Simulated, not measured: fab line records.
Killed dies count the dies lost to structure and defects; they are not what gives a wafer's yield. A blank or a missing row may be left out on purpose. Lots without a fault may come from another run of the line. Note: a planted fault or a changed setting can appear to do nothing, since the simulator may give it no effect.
Comparing a struck lot with a sound one + flow sky130 + 16 steps out of a route of 708
Sound: the wafers L115.1, L115.4, L115.6. Wafers L114.1, L114.2, L114.4 were the ones struck. The cause is given at the end.
Each step with rows lists, per side, the tool, then ch with its chambers, then its first start. Under that, the readings that differ: sound wafers + struck wafers + difference of the means + sigmas: that difference in standard deviations of wafers without a fault.
alike: readings with means less than 2 such deviations apart, plus words and numbers identical on both sides. not compared: withheld readings, readings lacking a value on some wafer, bounds such as >300 that could conceal the same value, and numbers that have no deviation in the record and whose values overlap.
Wherever a step has rows on one side only, a row that says differs or no value, or a row with sigmas, the two part there. Numbers that don't overlap but have no deviation are shown without sigmas and don't part them. A reading that every wafer of one side lacks parts them only if that side has two wafers or more.

first, 5 steps without rows for these wafers: SKY_POLY_GATE_COAT_08 (resist thk 450 nm); SKY_POLY_GATE_SOFTBAKE_09 (time 90 s); SKY_POLY_GATE_EXPOSE_10 (exposes mask P1M, target cd 150 nm); SKY_POLY_GATE_PEB_11; SKY_POLY_GATE_DEVELOP_12 (develop time 60 s).
SKY_POLY_GATE_CD_MEAS_13 targets a cd of 150 nm.
  sound: cd_sem-02 at day 17 05:49; struck: cd_sem-01 at day 17 05:31
  alike: cd_nm
SKY_POLY_GATE_OVL_MEAS_14:
  sound: overlay-01 at day 17 05:56; struck: overlay-01 at day 17 05:38
  alike: POLY_GATE_OVL
SKY_POLY_GATE_ETCH_15: etches BARC in N2/H2, stops on SiO2, time 118.5 s, target depth 110 nm.
  sound on rie_diel-04 ch 1,2, day 17 05:58; struck on rie_diel-03 ch 0,3, day 17 05:41
  alike: drypump_motor_current_A, oes_product_au, rf_fwd_power_W, throttle_valve_pct
  not compared: rf_hours_counter_h
SKY_POLY_GATE_ETCH_16: etches Si3N4 in CH3F/O2, stops on poly-Si, time 147.5 s, target depth 75 nm.
  sound on rie_diel-04 ch 1,2, day 17 06:03; struck on rie_diel-03 ch 0,3, day 17 05:46
  alike: drypump_motor_current_A, oes_product_au, rf_fwd_power_W, throttle_valve_pct
  not compared: rf_hours_counter_h
SKY_POLY_GATE_ETCH_17: etches poly-Si in HBr/Cl2, stops on SiO2, target depth 180 nm, time 70.5 s.
  sound on rie_si-01 ch 0,1,2, day 17 06:09; struck on rie_si-02 ch 0,1,2, day 17 05:52
  alike: drypump_motor_current_A, oes_product_au, rf_fwd_power_W, throttle_valve_pct
  not compared: rf_hours_counter_h
SKY_POLY_GATE_STRIP_18: strips in O2/N2.
  sound on plasma_asher-03 ch 0,1, day 17 06:12; struck on plasma_asher-04 ch 0,1, day 17 05:55
  alike: drypump_motor_current_A, oes_product_au, strip_time_to_endpoint_s
  not compared: rf_hours_counter_h
then, 1 step without rows for these wafers: SKY_POLY_GATE_CLEAN_19 (cleans in SC1/SC2, time 150 s).
SKY_POLY_GATE_OXIDATION_20: stabilise 600 s, purge 300 s, target thk 4 nm.
  sound on furnace-02 ch 0, day 17 07:38; struck on furnace-02 ch 0, day 17 07:38
  alike: zone_power_top_pct, zone_power_upper_pct
SKY_POLY_GATE_THK_MEAS_21:
  sound: film_metro-04 at day 17 08:53; struck: film_metro-04 at day 17 08:56
| reading                      | sound          | struck         | difference | sigmas |
|------------------------------|----------------|----------------|------------|--------|
| POLY_GATE_OXIDATION_THK (nm) | 4.04 4.02 4.07 | 6.82 6.82 6.88 | +2.80      | +31    |
SKY_POLY_GATE_CD_MEAS_22:
  sound: cd_sem-02 at day 17 08:56; struck: cd_sem-02 at day 17 09:07
  alike: cd_nm
-- record jumps: 29 days separate the struck wafers' starts on either side; left off in module POLY_GATE, taken up again in module PAD_OPEN, whose first shown step is the route's number 708 --
SKY_PAD_OPEN_PROBE_99:
  sound: prober-01 at day 46 11:14; struck: prober-02 at day 46 09:14
| reading                                 | sound             | struck            | difference | sigmas |
|-----------------------------------------|-------------------|-------------------|------------|--------|
| model.etest.tip_sonos.rs_ohm_sq         | 2683 2741 2747    | 3267 3306 3245    | +549       |        |
| model.etest.tip_p.rs_ohm_sq             | 7013 7048 7015    | 7343 7312 7327    | +302       |        |
| model.etest.pfet_01v8.r_on_ohm_um       | 2939 3056 3022    | 3099 3083 3112    | +92        |        |
| model.etest.res_pdiff.line_ohm_um       | 1405 1373 1386    | 1429 1451 1445    | +54        |        |
| model.etest.tip_n.rs_ohm_sq             | 445.1 447.2 448.5 | 496 494.9 493.8   | +48        |        |
| model.etest.nfet_01v8.r_on_ohm_um       | 799 846.2 827.3   | 878.6 868.3 873.3 | +49.2      |        |
| model.etest.res_ndiff.line_ohm_um       | 773.9 775.8 781   | 794.4 794.1 801.1 | +19.6      |        |
| model.etest.sonos_uncharged.r_on_ohm_um | 804.7 815.3 828.2 | 860 833.8 845.1   | +30        |        |
  alike: killed_at_M0_to_M3, killed_at_M4_up, killed_at_contacts, killed_at_front_end, killed_at_other, killed_dies, killed_open, killed_short

## WHERE THEY PART
Within this record, at SKY_POLY_GATE_THK_MEAS_21 only. Later steps at which nothing parts them and some readings are alike: SKY_POLY_GATE_CD_MEAS_22, SKY_PAD_OPEN_PROBE_99.

WHY: whatever the simulator had introduced
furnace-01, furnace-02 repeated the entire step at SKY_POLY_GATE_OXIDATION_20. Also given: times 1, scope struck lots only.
